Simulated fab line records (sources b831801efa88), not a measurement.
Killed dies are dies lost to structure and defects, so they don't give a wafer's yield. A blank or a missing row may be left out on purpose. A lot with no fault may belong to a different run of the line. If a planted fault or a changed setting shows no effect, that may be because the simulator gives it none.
Which tool was responsible? / flow gf180mcu / 6 lots (18 wafers sampled), 1 step of a 602-step route

## WHAT THE GAUGES SHOWED, per wafer
GF_V5_THK_MEAS_01.
lot=L429; measured=day 26 22:14; on=filmMetro-01; V5_CVD_00_THK (nm)=297 298 292
lot=L431; measured=day 27 09:09; on=filmMetro-01; V5_CVD_00_THK (nm)=293 303 303
lot=L433; measured=day 28 03:56; on=filmMetro-01; V5_CVD_00_THK (nm)=294 302 293
lot=L443; measured=day 30 21:14; on=filmMetro-03; V5_CVD_00_THK (nm)=297 298 303
lot=L445; measured=day 31 15:07; on=filmMetro-01; V5_CVD_00_THK (nm)=302 305 301
lot=L447; measured=day 32 02:10; on=filmMetro-03; V5_CVD_00_THK (nm)=298 294 300

## TOOL THAT RAN EACH LOT (tool first, then ch and the chambers of the sampled wafers, then the start)
No process step before these readings appears in the record.

## THE ANSWER, worked out from the rows above alone
Rule: usual is defined by the lots themselves. Put in order of their means at a reading, lots are off if they are a third of the lots or fewer, leave a main group of 4 or more, and stand apart from it by a gap of 3 or more times the standard deviation of the main group's means; of several such gaps the widest counts. A main group whose means are all the same, to the digits that the tables above print for the reading, isn't used. A lot without any number at a reading at which 4 lots or more have one is off too. Any other lot the step has rows for is counted as sound.
No lot is off at any reading shown: from this, nothing can be told.

## WHAT WAS PUT IN BY THE SIMULATOR
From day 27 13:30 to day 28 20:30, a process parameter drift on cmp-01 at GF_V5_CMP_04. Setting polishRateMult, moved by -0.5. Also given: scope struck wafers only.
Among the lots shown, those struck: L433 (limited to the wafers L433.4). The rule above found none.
